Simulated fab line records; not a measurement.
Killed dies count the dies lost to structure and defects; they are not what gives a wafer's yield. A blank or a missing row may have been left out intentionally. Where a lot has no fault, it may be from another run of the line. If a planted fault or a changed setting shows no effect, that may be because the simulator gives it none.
2 desks looking at one fault || flow gf180mcu || what lay behind the numbers comes last; until then each desk has only its own

== AT THE METROLOGY DESK ==
What the gauges read for every lot (on any tool): the sampled wafers with a number, averaged. Any lot whose mean is over 4 standard deviations away from the usual mean is out of limits and marked OUT; that distance is given in the brackets.
Columns: A = TOP_METAL_OVL at GF_TOP_METAL_OVL_MEAS_15, usual 0.4 nm; B = PASSIVATION_CVD_02_THK at GF_PASSIVATION_THK_MEAS_03, usual 697 nm
{"lot": "L522", "first seen here": "day 28 04:33", "A": 1.3, "B": 711}
{"lot": "L523", "first seen here": "day 28 09:40", "A": -0.1, "B": 707}
{"lot": "L524", "first seen here": "day 28 18:43", "A": -0.9, "B": 692}
{"lot": "L525", "first seen here": "day 29 06:01", "A": 0.4, "B": 672}
{"lot": "L526", "first seen here": "day 29 11:34", "A": 0.4, "B": 700}
{"lot": "L527", "first seen here": "day 29 19:34", "A": 0.9, "B": 684}
{"lot": "L531", "first seen here": "day 31 05:07", "A": 1.9, "B": 689}
{"lot": "L533", "first seen here": "day 31 10:17", "A": -0.2, "B": 702}
{"lot": "L534", "first seen here": "day 31 18:28", "A": -0.3, "B": 697}
{"lot": "L538", "first seen here": "day 32 19:04", "A": 1.7, "B": 691}
{"lot": "L541", "first seen here": "day 33 11:23", "A": 0.2, "B": 700}
{"lot": "L544", "first seen here": "day 34 01:01", "A": 1.6, "B": 687}
{"lot": "L545", "first seen here": "day 34 07:04", "A": -0.4, "B": 685}
This desk's finding: nothing out of limits on any of the 13 lots.

== AT THE TOOL OWNER'S DESK: cvdW-02 ==
The tool's own readings at GF_V5_CVD_23 (deposits W, target thk 350 nm, time 104.9 s): means of the sampled wafers that have a number, for each lot that ran on this tool. Any lot whose mean is over 4 standard deviations away from the usual mean is out of limits and marked OUT; that distance is given in the brackets.
Columns: A = heaterPowerW at GF_V5_CVD_23, usual 985 W
{"lot": "L522", "first seen here": "day 27 08:08", "A": 943}
{"lot": "L523", "first seen here": "day 27 13:22", "A": 929}
{"lot": "L524", "first seen here": "day 27 22:59", "A": 934}
{"lot": "L525", "first seen here": "day 28 09:44", "A": 944}
{"lot": "L526", "first seen here": "day 28 15:05", "A": 934}
{"lot": "L531", "first seen here": "day 30 10:09", "A": 932}
{"lot": "L533", "first seen here": "day 30 16:27", "A": 937}
{"lot": "L534", "first seen here": "day 31 00:49", "A": 944}
This desk's finding: nothing out of limits on any of the 8 lots.

== PUT TOGETHER ==
Metrology desk: nothing out of limits seen.
Nothing out of limits was seen by the tool owner's desk.

== WHAT WAS PUT IN BY THE SIMULATOR ==
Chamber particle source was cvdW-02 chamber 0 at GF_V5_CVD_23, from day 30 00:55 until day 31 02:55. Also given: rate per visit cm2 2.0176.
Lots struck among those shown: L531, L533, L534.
